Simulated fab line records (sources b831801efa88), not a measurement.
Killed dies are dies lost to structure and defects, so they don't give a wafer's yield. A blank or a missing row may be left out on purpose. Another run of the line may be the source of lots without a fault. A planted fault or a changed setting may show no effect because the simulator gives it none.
Check of tool commonality | flow gf180mcu | 14 lots, 42 wafers sampled

== WHY IT WAS OPENED ==
2 of 14 lots carry a flag on the reading SAB_CVD_00_THK at GF_SAB_THK_MEAS_01. No-fault wafers: 50.1 nm, standard deviation 0.68.
Rule: a lot gets a flag if all its wafers with a number sit over 4 standard deviations from that mean, or if no wafer of it has a number. As for the other lots, they are considered sound.

lot  | measured     | on            | SAB_CVD_00_THK (nm), wafer by wafer | flag
L799 | day 14 02:35 | film_metro-01 | 48.5 48.7 49.7                      |
L800 | day 14 13:52 | film_metro-02 | 49.7 49.8 51.4                      |
L801 | day 15 00:19 | film_metro-02 | 50.0 49.7 51.1                      |
L802 | day 15 04:47 | film_metro-01 | 49.9 51.4 51.0                      |
L804 | day 16 00:10 | film_metro-01 | 48.5 50.1 50.1                      |
L805 | day 16 07:01 | film_metro-02 | 50.6 49.7 51.0                      |
L806 | day 17 05:58 | film_metro-01 | 49.4 49.9 50.3                      |
L807 | day 17 08:26 | film_metro-04 | 50.1 51.6 51.3                      |
L810 | day 18 16:41 | film_metro-02 | 49.9 49.2 51.3                      |
L814 | day 20 00:56 | film_metro-04 | 49.6 50.0 50.1                      |
L816 | day 20 08:01 | film_metro-01 | 44.2 44.0 44.4                      | FLAGGED
L818 | day 20 22:11 | film_metro-01 | 43.0 44.4 44.3                      | FLAGGED
L819 | day 21 09:44 | film_metro-04 | 49.3 50.1 50.1                      |
L820 | day 21 16:02 | film_metro-04 | 49.9 49.6 50.8                      |
The numbers of the flagged lots are 44.0 nm on average: -6.1 nm against the usual, or -9 standard deviations.

== TOOL THAT RAN EACH LOT ==
The record keeps 1 process step preceding the reading, out of 602 steps on the route. Cell contents, in order: the tool; ch with the chambers the sampled wafers went through; the start.
lot  | flag    | GF_SAB_CVD_00
L799 |         | pecvd-03 ch 0,1,2, day 14 02:33
L800 |         | pecvd-02 ch 0,2, day 14 13:51
L801 |         | pecvd-02 ch 0,1,2, day 15 00:19
L802 |         | pecvd-02 ch 0,1,2, day 15 04:46
L804 |         | pecvd-04 ch 0,1, day 16 00:09
L805 |         | pecvd-02 ch 0,1,2, day 16 07:00
L806 |         | pecvd-03 ch 0,1,2, day 17 05:57
L807 |         | pecvd-02 ch 0,1,2, day 17 08:25
L810 |         | pecvd-02 ch 0,1,2, day 18 16:40
L814 |         | pecvd-03 ch 0,1,2, day 20 00:54
L816 | FLAGGED | pecvd-02 ch 0,1,2, day 20 07:59
L818 | FLAGGED | pecvd-02 ch 0,1,2, day 20 22:09
L819 |         | pecvd-04 ch 0,1,2, day 21 09:42
L820 |         | pecvd-03 ch 0,1, day 21 16:01
What these steps do:
- GF_SAB_CVD_00: deposits SiO2 from TEOS, target thk 50 nm, time 4.9302 s.
- GF_SAB_THK_MEAS_01

== FLAGGED OVER TOTAL, TOOL BY TOOL (the gauges that took the reading come last) ==
step               | tool          | lots run | flagged | share of the flagged lots | sound lots run after its first flagged lot
GF_SAB_CVD_00      | pecvd-02      | 8        | 2       | all                       | 0
GF_SAB_CVD_00      | pecvd-03      | 4        | 0       | none                      | -
GF_SAB_CVD_00      | pecvd-04      | 2        | 0       | none                      | -
GF_SAB_THK_MEAS_01 | film_metro-01 | 6        | 2       | all                       | 0
GF_SAB_THK_MEAS_01 | film_metro-02 | 4        | 0       | none                      | -
GF_SAB_THK_MEAS_01 | film_metro-04 | 4        | 0       | none                      | -

== THE TABLE: WHAT IT ALLOWS ==
Every flagged lot went through 2 rows of the table: pecvd-02 at GF_SAB_CVD_00 and film_metro-01 at GF_SAB_THK_MEAS_01.
- pecvd-02 at GF_SAB_CVD_00 ran 8 lots, 2 of them flagged. Last sound lot L810 at day 18 16:40, first flagged lot L816 at day 20 07:59; a fault beginning in between fits.
- film_metro-01 at GF_SAB_THK_MEAS_01 ran 6 lots, 2 of them flagged. Last sound lot L806 at day 17 05:58, first flagged lot L816 at day 20 08:01; a fault beginning in between fits.
Because each of these 2 tools fits a fault that began at some hour, counting lots does not separate them. More lots, or a look at what each step does to the wafer, might.

== WHAT HAD BEEN PUT IN BY THE SIMULATOR ==
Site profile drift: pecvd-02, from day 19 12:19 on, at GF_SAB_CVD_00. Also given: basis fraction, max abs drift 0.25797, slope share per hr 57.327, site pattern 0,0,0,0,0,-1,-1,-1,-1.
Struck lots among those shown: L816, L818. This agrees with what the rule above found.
